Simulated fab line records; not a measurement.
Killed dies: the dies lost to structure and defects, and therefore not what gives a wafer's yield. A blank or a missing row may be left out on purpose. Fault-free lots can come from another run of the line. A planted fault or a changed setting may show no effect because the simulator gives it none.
A lot that was struck, set against a sound lot	flow sky130	21 out of 708 route steps
Sound: these wafers, L703.1, L703.5, L703.6. The struck wafers were L718.1, L718.2, L718.3. The cause comes at the end.
Each step with rows lists, per side, the tool, then ch with its chambers, then its first start. Under that, the readings that differ: sound wafers	struck wafers	difference of the means	sigmas: that difference in standard deviations of wafers without a fault.
alike: readings with means less than 2 such deviations apart, plus words and numbers identical on both sides. not compared: withheld readings, readings lacking a value on some wafer, bounds such as >300 that could conceal the same value, and numbers that have no deviation in the record and whose values overlap.
Wherever a step has rows on one side only, a row that says differs or no value, or a row with sigmas, the two part there. Numbers that don't overlap but have no deviation are shown without sigmas and don't part them. Lack of a reading on every wafer of one side parts them only where that side has two or more wafers.

first, 3 steps without rows for these wafers: SKY_POLY_CUT_EXPOSE_05 (exposes mask NPCM, target cd 270 nm); SKY_POLY_CUT_PEB_06; SKY_POLY_CUT_DEVELOP_07 (develop time 60 s).
SKY_POLY_CUT_CD_MEAS_08: target cd 270 nm.
  sound: cdSem-01 at day 25 01:28; struck: cdSem-01 at day 29 13:58
  alike: cdNm
SKY_POLY_CUT_OVL_MEAS_09:
  sound: overlay-02 at day 25 01:35; struck: overlay-01 at day 29 14:05
  alike: POLY_CUT_OVL
SKY_POLY_CUT_ETCH_10: etches BARC in N2/H2, stops on SiO2, time 45.9 s, target depth 60 nm.
  sound on rieDiel-03 ch 0,3, day 25 01:37; struck on rieDiel-03 ch 0,1,2, day 29 14:08
  alike: drypumpMotorCurrentA, oesProductAu, throttleValvePct
  not compared: rfHoursCounterH
SKY_POLY_CUT_ETCH_11: etches Si3N4 in CF4/CH2F2/Ar, stops on poly-Si, time 42.5 s, target depth 60 nm.
  sound on rieDiel-03 ch 0,3, day 25 01:40; struck on rieDiel-03 ch 0,1,2, day 29 14:10
  alike: drypumpMotorCurrentA, oesProductAu, throttleValvePct
  not compared: rfHoursCounterH
SKY_POLY_CUT_STRIP_12: strips in O2/N2.
  sound on plasmaAsher-01 ch 0,1, day 25 01:43; struck on plasmaAsher-03 ch 0,1, day 29 14:13
  alike: drypumpMotorCurrentA, oesProductAu, stripTimeToEndpointS
  not compared: rfHoursCounterH
then, 4 steps without rows for these wafers: SKY_SD_P_DEHYDRATE_00 (time 60 s); SKY_SD_P_HMDS_01 (prime time 60 s); SKY_SD_P_COAT_02 (resist thk 1140 nm); SKY_SD_P_SOFTBAKE_03 (time 60 s).
SKY_SD_P_EXPOSE_04: exposes mask PSDM, target cd 380 nm.
  sound on ilineStepper-01 ch 0, day 25 16:04; struck on ilineStepper-01 ch 0, day 30 05:17
reading	sound	struck	difference	sigmas
mask	PSDM#0 PSDM#0 PSDM#0	URPM#0 URPM#0 URPM#0	differs	
  alike: exposureDoseMJCm2
then, 2 steps without rows for these wafers: SKY_SD_P_PEB_05; SKY_SD_P_DEVELOP_06 (develop time 60 s).
SKY_SD_P_CD_MEAS_07: target cd 380 nm.
  sound: cdSem-01 at day 26 06:40; struck: cdSem-01 at day 30 18:16
reading	sound	struck	difference	sigmas
cdNm (nm)	382.1 381.9 379.5	- - -	no value on the struck wafers	
SKY_SD_P_OVL_MEAS_08:
  sound: overlay-02 at day 26 06:47; struck: overlay-01 at day 30 18:23
reading	sound	struck	difference	sigmas
SD_P_OVL (nm)	4.6 2.8 3.7	- - -	no value on the struck wafers	
after that, 1 step had no rows for these wafers: SKY_SD_P_IMPLANT_09.
SKY_SD_P_STRIP_10: strips in O2/N2.
  sound on plasmaAsher-02 ch 0,1, day 26 06:59; struck on plasmaAsher-02 ch 0,1, day 30 18:35
  alike: drypumpMotorCurrentA, oesProductAu, stripTimeToEndpointS
  not compared: rfHoursCounterH
SKY_SD_P_TW_MEAS_11:
  sound: filmMetro-03 at day 26 07:05; struck: filmMetro-01 at day 30 18:55
reading	sound	struck	difference	sigmas
SD_P_TW	2818 2816 2841	30 30 30	-2795	-99 or more
  not compared: hold
SKY_PAD_OPEN_PROBE_99:
  rows exist in the record for the sound wafers here (prober-01, day 46 09:22), none for the struck ones

== WHERE THEY PART ==
At SKY_SD_P_EXPOSE_04 first; at SKY_PAD_OPEN_PROBE_99 last (within this record only).

WHY: the cause the simulator had injected
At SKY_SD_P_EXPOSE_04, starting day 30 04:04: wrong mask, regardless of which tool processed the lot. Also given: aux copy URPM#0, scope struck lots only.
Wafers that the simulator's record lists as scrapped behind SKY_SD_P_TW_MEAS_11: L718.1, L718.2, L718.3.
